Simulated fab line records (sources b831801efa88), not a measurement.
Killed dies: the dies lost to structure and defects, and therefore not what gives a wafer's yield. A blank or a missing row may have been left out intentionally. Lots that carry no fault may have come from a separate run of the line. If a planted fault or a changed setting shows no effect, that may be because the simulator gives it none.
Matching of chambers | flow sky130 | SKY_VIA4_ETCH_12 on rieDiel-03 has 4 sister chambers
The step etches SiO2 in C4F8/O2/Ar, stops on TiN, target depth 580 nm. 7 wafers are shown with their chamber, then 10 later ones without.

== WAFERS WITH THEIR CHAMBER ==
wafer  | chamber | chamberPressureMTorr (mTorr) | oesProductAu (a.u.)
L074.5 | 2       | 39.95                        | 0.924
L085.3 | 3       | 39.98                        | 0.921
L085.4 | 3       | 40.02                        | 0.925
L086.3 | 0       | 39.97                        | 0.927
L086.4 | 1       | 40.03                        | 0.922
L088.3 | 0       | 40.04                        | 0.928
L088.4 | 1       | 39.97                        | 0.927

== WAFERS MISSING THEIR CHAMBER ==
wafer  | chamberPressureMTorr (mTorr) | oesProductAu (a.u.)
L088.6 | 39.98                        | 0.924
L089.1 | 40.05                        | 0.931
L089.2 | 40.00                        | 0.934
L089.5 | 39.99                        | 0.930
L093.1 | 40.01                        | 0.935
L093.2 | 40.02                        | 0.927
L093.3 | 39.97                        | 0.933
L093.4 | 40.02                        | 0.923
L093.5 | 39.95                        | 0.916
L093.6 | 40.07                        | 0.927

== THE CHAMBER EACH PASSED THROUGH ==
wafer  | from the rows above               | in truth
L088.6 | can't be placed: 1 or 3 or 2 or 0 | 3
L089.1 | can't be placed: 0 or 1 or 3 or 2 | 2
L089.2 | can't be placed: 0 or 1 or 2 or 3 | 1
L089.5 | can't be placed: 0 or 1 or 2 or 3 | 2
L093.1 | can't be placed: 0 or 1 or 2 or 3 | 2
L093.2 | can't be placed: 0 or 1 or 3 or 2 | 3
L093.3 | can't be placed: 0 or 1 or 2 or 3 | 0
L093.4 | can't be placed: 3 or 1 or 0 or 2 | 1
L093.5 | can't be placed: 3 or 2 or 1 or 0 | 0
L093.6 | can't be placed: 0 or 1 or 3 or 2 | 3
Placed correctly: 0 of 10. Can't be placed from these rows: 10 (the true chamber is among the candidates in 10). Wrongly placed: 0.
How it was worked out, from the rows above alone: a wafer's distance from a chamber is the root of the sum, over the readings, of the square of ((its reading less the chamber's mean) divided by the reading's scatter). The wafer belongs to the nearest chamber; if the next one is less than 2 further off, it can't be placed. For every chamber, the mean is computed from those of its wafers that are shown. The scatter: the root of (the sum of the squares of (reading less its chamber's mean) over the shown wafers, divided by (wafers less chambers)).
